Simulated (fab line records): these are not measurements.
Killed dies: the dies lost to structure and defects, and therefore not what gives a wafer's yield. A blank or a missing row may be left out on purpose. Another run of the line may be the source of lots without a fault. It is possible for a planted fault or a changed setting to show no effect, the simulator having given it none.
A lot that was struck, set against a sound lot + flow sfqLine + 20 steps out of a route of 325
Sound: these wafers, L606.2, L606.3, L606.6. Struck: wafer L617.6 (left out: L617.2, a lot-mate that was not struck); the cause follows at the end.
Order at every step that has rows: each side's tool, ch and its chambers, its first start. Under that, the readings that differ: sound wafers + struck wafers + difference of the means + sigmas: that difference in standard deviations of wafers without a fault.
alike: readings whose means differ by less than 2 such deviations, and words and numbers that are the same on both sides. not compared: withheld readings, readings that some wafer has no value for, bounds like >300 that may hide the same value, and numbers for which the record gives no deviation and whose values overlap.
The two part at a step that has a row with sigmas, a row that says differs or no value, or rows on one side only. Numbers that don't overlap but have no deviation are shown without sigmas and don't part them. A reading missing from all wafers of one side parts the sides only when that side holds two or more wafers.

first, 3 steps without rows for these wafers: SFQ_TRILAYER_L0_VIA_LITHO_EXPOSE_014 (exposes mask L0V, target cd 700 nm); SFQ_TRILAYER_L0_VIA_LITHO_PEB_016 (peb time 60 s); SFQ_TRILAYER_L0_VIA_LITHO_DEVELOP_015 (time 60 s).
SFQ_L0V_OVL_MEAS_903:
  sound on overlay-01 at day 5 04:01; struck on overlay-01 at day 7 05:19
  alike: L0V_OVL
SFQ_TRILAYER_L0_VIA_BARC_OPEN_VIA_ETCH_021: etches BARC in O2, target depth 125 nm, time 41.7 s.
  sound on rieDiel-02 ch 1,2,3, day 5 04:03; struck on rieDiel-04 ch 3, day 7 05:21
  alike: drypumpMotorCurrentA, oesProductAu, rfFwdPowerW
  not compared: rfHoursCounterH
SFQ_TRILAYER_L0_VIA_ETCH_VIA_ETCH_016: etches SiO2 in CHF3, stops on MoNx KI, target depth 80 nm.
  sound on rieDiel-02 ch 1,2,3, day 5 04:05; struck on rieDiel-04 ch 3, day 7 05:23
  alike: drypumpMotorCurrentA, oesProductAu, rfFwdPowerW
SFQ_TRILAYER_L0_VIA_STRIP_STRIP_017: strips in O2.
  sound on rieMetal-02 ch 0,1, day 5 04:08; struck on rieMetal-02 ch 1, day 7 05:26
  alike: drypumpMotorCurrentA, oesProductAu
  not compared: rfHoursCounterH
then, 2 steps without rows for these wafers: SFQ_TRILAYER_L0_VIA_STRIP_SOLV_CLEAN_018 (cleans in NMP, time 600 s); SFQ_TRILAYER_M0_DEP_PRE_CLEAN_020 (time 15 s).
SFQ_TRILAYER_M0_DEP_SPUTTER_019: material Nb, target thk 200 nm, time 133.3 s.
  sound on pvdSputter-05 at day 5 04:56; struck on pvdSputter-06 at day 7 06:15
  alike: throttleValvePct
SFQ_M0_RS_MEAS_904: measurement is done with a four-point probe.
  sound on filmMetro-02 at day 5 05:03; struck on filmMetro-03 at day 7 06:22
  alike: M0_NB_RS
SFQ_TRILAYER_M0_LITHO_COAT_026: resist thk 62 nm.
  sound on lithoTrack-04 ch 0, day 5 05:16; struck on lithoTrack-04 ch 0, day 7 06:34
| reading                                             | sound            | struck | difference | sigmas |
|-----------------------------------------------------|------------------|--------|------------|--------|
| model.BARC_of_TRILAYER_M0_LITHO_COAT_026.thkNm (nm) | 62.4 62.35 62.35 | 43.78  | -18.59     |        |
then, 5 steps without rows for these wafers: SFQ_TRILAYER_M0_LITHO_COAT_021 (resist thk 600 nm); SFQ_TRILAYER_M0_LITHO_SOFTBAKE_025; SFQ_TRILAYER_M0_LITHO_EXPOSE_022 (exposes mask M0, target cd 500 nm); SFQ_TRILAYER_M0_LITHO_PEB_024 (peb time 60 s); SFQ_TRILAYER_M0_LITHO_DEVELOP_023 (time 60 s).
SFQ_M0_OVL_MEAS_906:
  sound on overlay-02 at day 6 14:55; struck on overlay-01 at day 8 16:05
  alike: M0_OVL
SFQ_TRILAYER_M0_BARC_OPEN_METAL_ETCH_031: etches BARC in O2, target depth 125 nm, time 41.7 s.
  sound on rieMetal-04 ch 0,1, day 6 14:57; struck on rieMetal-03 ch 1, day 8 16:07
| reading                 | sound             | struck | difference | sigmas |
|-------------------------|-------------------|--------|------------|--------|
| oesProductAu (a.u.)     | 0.686 0.682 0.679 | 0.586  | -0.096     | -22    |
| model.etch.depthNm (nm) | 62.4 62.35 62.35  | 43.78  | -18.59     |        |
  alike: drypumpMotorCurrentA, rfFwdPowerW
  not compared: rfHoursCounterH
SFQ_TRILAYER_M0_ETCH_METAL_ETCH_024: etches Nb in Cl2/Ar, stops on SiO2, target depth 240 nm, time 120 s.
  sound on rieMetal-04 ch 0,1, day 6 15:01; struck on rieMetal-03 ch 1, day 8 16:11
| reading         | sound             | struck | difference | sigmas |
|-----------------|-------------------|--------|------------|--------|
| rfFwdPowerW (W) | 598.8 598.9 597.8 | 594.7  | -3.8       | -2     |
  alike: drypumpMotorCurrentA, oesProductAu
  not compared: rfHoursCounterH

WHERE THEY PART
Last at SFQ_TRILAYER_M0_ETCH_METAL_ETCH_024 as far as this record goes, first at SFQ_TRILAYER_M0_BARC_OPEN_METAL_ETCH_031.

WHY: what had been put in by the simulator
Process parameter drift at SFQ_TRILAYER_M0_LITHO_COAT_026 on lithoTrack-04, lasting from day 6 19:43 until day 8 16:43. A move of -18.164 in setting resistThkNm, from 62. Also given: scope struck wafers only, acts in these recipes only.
